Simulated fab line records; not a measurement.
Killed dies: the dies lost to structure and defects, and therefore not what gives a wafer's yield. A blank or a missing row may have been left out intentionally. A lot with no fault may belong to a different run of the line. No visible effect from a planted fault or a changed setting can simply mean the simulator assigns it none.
A struck lot beside a sound one :: flow gf180mcu :: 11 steps out of a route of 602
Sound: the wafers L244.4, L244.5, L244.6. The struck wafers were L234.4, L234.5, L234.6. The cause is named last.
At each step with rows: each side's tool, then ch and its chambers, then its first start. Under that, the readings that differ: sound wafers :: struck wafers :: difference of the means :: sigmas: that difference in standard deviations of wafers without a fault.
alike: readings with means less than 2 such deviations apart, plus words and numbers identical on both sides. not compared: withheld readings, readings lacking a value on some wafer, bounds such as >300 that could conceal the same value, and numbers that have no deviation in the record and whose values overlap.
Wherever a step has rows on one side only, a row that says differs or no value, or a row with sigmas, the two part there. Non-overlapping numbers with no deviation appear without sigmas and do not part them. A reading that every wafer of one side lacks parts them only if that side has two wafers or more.

GF_STI_BOW_MEAS_00:
  struck on film metro-03, day 3 17:04; sound on film metro-03, day 5 19:04
  alike: INCOMING_BOW
then, 1 step without rows for these wafers: GF_STI_OXIDATION_01 (stabilise 600 s, purge 300 s, target thk 10 nm).
GF_STI_THK_MEAS_02:
  struck on film metro-02, day 3 18:32; sound on film metro-01, day 5 20:51
  alike: STI_OXIDATION_THK
then, 1 step without rows for these wafers: GF_STI_CVD_03 (deposits Si3N4 from DCS/NH3, target thk 207.16 nm, time 3551 s).
GF_STI_THK_MEAS_04:
  struck on film metro-01, day 3 20:35; sound on film metro-03, day 5 22:53
  alike: STI_CVD_03_THK
then, 4 steps without rows for these wafers: GF_STI_DEHYDRATE_05 (time 60 s); GF_STI_HMDS_06 (prime time 60 s); GF_STI_COAT_07 (resist thk 700 nm); GF_STI_SOFTBAKE_08 (time 60 s).
GF_STI_EXPOSE_09: exposes mask COMP, target cd 220 nm.
  struck on krf scanner-02, day 4 03:08; sound on krf scanner-02 ch 0, day 6 06:38
  no value came back on the struck wafers for exposure dose mJ cm2, focus offset nm (nm), stage vel mm s (mm/s); on the sound wafers exposure dose mJ cm2 reads 28.003 28.004 27.990
  alike: mask
then, 1 step without rows for these wafers: GF_STI_PEB_10 (peb time 90 s).

== WHERE THEY PART ==
At GF_STI_EXPOSE_09 and nowhere else, as far as this record goes.

WHY: what had been put in by the simulator
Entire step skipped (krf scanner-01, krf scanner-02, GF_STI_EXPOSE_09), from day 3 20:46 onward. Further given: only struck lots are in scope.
